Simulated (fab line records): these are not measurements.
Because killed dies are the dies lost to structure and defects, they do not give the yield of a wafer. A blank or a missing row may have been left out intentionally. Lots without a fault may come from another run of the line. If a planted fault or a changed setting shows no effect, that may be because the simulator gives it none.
Which of the tools did it? / flow gf180mcu / Sampling: 13 lots, 39 wafers, 4 of 602 route steps

WHAT THE GAUGES SHOWED, per wafer
GF_STI_THK_MEAS_02.
lot=L272; measured=day 1 11:49; on=film_metro-01; STI_OXIDATION_THK (nm)=10.08 9.95 10.05
lot=L273; measured=day 1 17:59; on=film_metro-01; STI_OXIDATION_THK (nm)=10.06 9.91 9.86
lot=L274; measured=day 1 21:31; on=film_metro-03; STI_OXIDATION_THK (nm)=10.13 10.34 10.19
lot=L275; measured=day 2 02:31; on=film_metro-01; STI_OXIDATION_THK (nm)=9.95 10.13 10.14
lot=L276; measured=day 2 07:31; on=film_metro-01; STI_OXIDATION_THK (nm)=9.70 9.79 9.62
lot=L277; measured=day 2 12:34; on=film_metro-01; STI_OXIDATION_THK (nm)=10.49 10.28 10.29
lot=L279; measured=day 2 22:31; on=film_metro-04; STI_OXIDATION_THK (nm)=9.88 10.11 10.14
lot=L280; measured=day 3 03:31; on=film_metro-04; STI_OXIDATION_THK (nm)=10.36 10.31 10.24
lot=L282; measured=day 3 13:31; on=film_metro-04; STI_OXIDATION_THK (nm)=9.66 9.54 9.66
lot=L286; measured=day 4 10:24; on=film_metro-04; STI_OXIDATION_THK (nm)=10.02 10.05 9.95
lot=L289; measured=day 5 00:31; on=film_metro-04; STI_OXIDATION_THK (nm)=10.16 10.21 10.34
lot=L293; measured=day 5 20:31; on=film_metro-04; STI_OXIDATION_THK (nm)=10.05 10.01 9.98
lot=L295; measured=day 6 06:31; on=film_metro-01; STI_OXIDATION_THK (nm)=10.15 10.04 10.23

GF_DUAL_GATE_THK_MEAS_03.
lot=L272; measured=day 7 17:10; on=film_metro-01; DUAL_GATE_OXIDATION_00_THK (nm)=10.97 11.17 11.10
lot=L273; measured=day 7 23:58; on=film_metro-03; DUAL_GATE_OXIDATION_00_THK (nm)=11.01 10.69 10.85
lot=L274; measured=day 8 04:55; on=film_metro-03; DUAL_GATE_OXIDATION_00_THK (nm)=11.13 11.00 10.97
lot=L275; measured=day 8 16:06; on=film_metro-01; DUAL_GATE_OXIDATION_00_THK (nm)=10.90 10.70 10.72
lot=L276; measured=day 8 19:40; on=film_metro-03; DUAL_GATE_OXIDATION_00_THK (nm)=10.63 10.41 10.66
lot=L277; measured=day 9 03:10; on=film_metro-01; DUAL_GATE_OXIDATION_00_THK (nm)=10.69 10.78 10.67
lot=L279; measured=day 9 17:39; on=film_metro-03; DUAL_GATE_OXIDATION_00_THK (nm)=16.91 16.72 16.77
lot=L280; measured=day 9 22:36; on=film_metro-04; DUAL_GATE_OXIDATION_00_THK (nm)=16.60 16.81 17.11
lot=L282; measured=day 10 12:13; on=film_metro-03; DUAL_GATE_OXIDATION_00_THK (nm)=10.97 10.85 10.78
lot=L286; measured=day 11 13:37; on=film_metro-04; DUAL_GATE_OXIDATION_00_THK (nm)=10.91 11.02 10.84
lot=L289; measured=day 12 09:46; on=film_metro-04; DUAL_GATE_OXIDATION_00_THK (nm)=11.04 11.18 11.07
lot=L293; measured=day 13 15:16; on=film_metro-01; DUAL_GATE_OXIDATION_00_THK (nm)=10.86 10.93 10.98
lot=L295; measured=day 14 05:25; on=film_metro-04; DUAL_GATE_OXIDATION_00_THK (nm)=10.93 10.89 10.71

EACH LOT AND THE TOOL THAT RAN IT (in order: tool; ch and the chambers of the sampled wafers; start)
lot=L272; GF_STI_CMP_25=cmp-02 ch 1,2,3, day 2 04:33; GF_DUAL_GATE_OXIDATION_02=furnace-01 ch 0, day 7 15:43
lot=L273; GF_STI_CMP_25=cmp-01 ch 1,2,3, day 2 10:00; GF_DUAL_GATE_OXIDATION_02=furnace-02 ch 0, day 7 22:31
lot=L274; GF_STI_CMP_25=cmp-02 ch 1,3, day 2 13:55; GF_DUAL_GATE_OXIDATION_02=furnace-01 ch 0, day 8 03:28
lot=L275; GF_STI_CMP_25=cmp-02 ch 1,2,3, day 2 20:47; GF_DUAL_GATE_OXIDATION_02=furnace-01 ch 0, day 8 14:38
lot=L276; GF_STI_CMP_25=cmp-02 ch 0,2,3, day 3 00:22; GF_DUAL_GATE_OXIDATION_02=furnace-02 ch 0, day 8 18:13
lot=L277; GF_STI_CMP_25=cmp-01 ch 0,2,3, day 3 05:17; GF_DUAL_GATE_OXIDATION_02=furnace-01 ch 0, day 9 01:42
lot=L279; GF_STI_CMP_25=cmp-02 ch 0,1,3, day 3 16:37; GF_DUAL_GATE_OXIDATION_02=furnace-01 ch 0, day 9 14:35
lot=L280; GF_STI_CMP_25=cmp-02 ch 1,3, day 3 19:57; GF_DUAL_GATE_OXIDATION_02=furnace-02 ch 0, day 9 19:26
lot=L282; GF_STI_CMP_25=cmp-01 ch 0,1,2, day 4 07:09; GF_DUAL_GATE_OXIDATION_02=furnace-02 ch 0, day 10 10:46
lot=L286; GF_STI_CMP_25=cmp-02 ch 0,1,2, day 5 04:32; GF_DUAL_GATE_OXIDATION_02=furnace-02 ch 0, day 11 12:10
lot=L289; GF_STI_CMP_25=cmp-01 ch 0,2,3, day 5 19:00; GF_DUAL_GATE_OXIDATION_02=furnace-01 ch 0, day 12 08:19
lot=L293; GF_STI_CMP_25=cmp-01 ch 0,2,3, day 6 15:36; GF_DUAL_GATE_OXIDATION_02=furnace-02 ch 0, day 13 13:49
lot=L295; GF_STI_CMP_25=cmp-02 ch 0,1,2, day 7 02:32; GF_DUAL_GATE_OXIDATION_02=furnace-02 ch 0, day 14 03:59
- GF_STI_CMP_25: polishes, stops on Si3N4, t overpolish 33 s, target thk 524.6 nm.
- GF_DUAL_GATE_OXIDATION_02: stabilise 600 s, purge 300 s, target thk 10.887 nm.

AS READ BY THE TOOLS THEMSELVES (means over the sampled wafers that have a number; for cases with no such wafer, the mark the record gives instead)
GF_STI_CMP_25.
lot=L272; tool=cmp-02; motor_current_A (A)=13.3; overpolish_run_s (s)=33.002; time_to_endpoint_s (s)=120
lot=L273; tool=cmp-01; motor_current_A (A)=11.4; overpolish_run_s (s)=32.994; time_to_endpoint_s (s)=123
lot=L274; tool=cmp-02; motor_current_A (A)=14.1; overpolish_run_s (s)=33.000; time_to_endpoint_s (s)=118
lot=L275; tool=cmp-02; motor_current_A (A)=13.0; overpolish_run_s (s)=32.988; time_to_endpoint_s (s)=119
lot=L276; tool=cmp-02; motor_current_A (A)=12.0; overpolish_run_s (s)=32.997; time_to_endpoint_s (s)=118
lot=L277; tool=cmp-01; motor_current_A (A)=11.4; overpolish_run_s (s)=33.001; time_to_endpoint_s (s)=126
lot=L279; tool=cmp-02; motor_current_A (A)=12.7; overpolish_run_s (s)=33.001; time_to_endpoint_s (s)=119
lot=L280; tool=cmp-02; motor_current_A (A)=12.4; overpolish_run_s (s)=32.996; time_to_endpoint_s (s)=120
lot=L282; tool=cmp-01; motor_current_A (A)=10.7; overpolish_run_s (s)=33.004; time_to_endpoint_s (s)=122
lot=L286; tool=cmp-02; motor_current_A (A)=14.0; overpolish_run_s (s)=33.002; time_to_endpoint_s (s)=119
lot=L289; tool=cmp-01; motor_current_A (A)=11.7; overpolish_run_s (s)=32.998; time_to_endpoint_s (s)=126
lot=L293; tool=cmp-01; motor_current_A (A)=11.5; overpolish_run_s (s)=33.000; time_to_endpoint_s (s)=133
lot=L295; tool=cmp-02; motor_current_A (A)=13.6; overpolish_run_s (s)=32.995; time_to_endpoint_s (s)=123

GF_DUAL_GATE_OXIDATION_02.
lot=L272; tool=furnace-01; spike_tc_centre_C (C)=903.3; spike_tc_upper_C (C)=899.4
lot=L273; tool=furnace-02; spike_tc_centre_C (C)=900.9; spike_tc_upper_C (C)=900.4
lot=L274; tool=furnace-01; spike_tc_centre_C (C)=902.5; spike_tc_upper_C (C)=898.1
lot=L275; tool=furnace-01; spike_tc_centre_C (C)=902.1; spike_tc_upper_C (C)=898.9
lot=L276; tool=furnace-02; spike_tc_centre_C (C)=901.3; spike_tc_upper_C (C)=899.3
lot=L277; tool=furnace-01; spike_tc_centre_C (C)=901.9; spike_tc_upper_C (C)=898.7
lot=L279; tool=furnace-01; spike_tc_centre_C (C)=902.6; spike_tc_upper_C (C)=898.9
lot=L280; tool=furnace-02; spike_tc_centre_C (C)=900.8; spike_tc_upper_C (C)=900.1
lot=L282; tool=furnace-02; spike_tc_centre_C (C)=901.0; spike_tc_upper_C (C)=900.4
lot=L286; tool=furnace-02; spike_tc_centre_C (C)=901.2; spike_tc_upper_C (C)=899.6
lot=L289; tool=furnace-01; spike_tc_centre_C (C)=902.8; spike_tc_upper_C (C)=899.6
lot=L293; tool=furnace-02; spike_tc_centre_C (C)=900.6; spike_tc_upper_C (C)=899.6
lot=L295; tool=furnace-02; spike_tc_centre_C (C)=902.6; spike_tc_upper_C (C)=899.3

THE ANSWER, worked out from the rows above alone
Rule: the lots themselves supply what counts as usual. The widest of any qualifying gaps counts: lots, ordered by their means at a reading, are off when they make up no more than a third of the lots, leave a main group of 4 or more, and stand apart from it by 3 or more times the standard deviation of that group's means. If all means in a main group match to the digits the tables above print for the reading, that group is not used. A lot without any number at a reading at which 4 lots or more have one is off too. Where the step has rows for the other lots, those lots are counted as sound. Order of review: gauges by route order, followed by the tools' own readings, for which a lot's mean as printed above is used. At the first step where some lot is off, the reading lying furthest off is the one used; lots without a number count as furthest.
Off: at GF_DUAL_GATE_THK_MEAS_03 (DUAL_GATE_OXIDATION_00_THK), L279, L280. The main group: mean 10.88 nm, standard deviation 0.15.
A tool fits if, at a process step before that reading, it ran every lot that is off, and no sound lot after the first of them. The gauges at GF_DUAL_GATE_THK_MEAS_03 are tried like those tools. None of those tried fits.

WHAT WAS PUT IN BY THE SIMULATOR
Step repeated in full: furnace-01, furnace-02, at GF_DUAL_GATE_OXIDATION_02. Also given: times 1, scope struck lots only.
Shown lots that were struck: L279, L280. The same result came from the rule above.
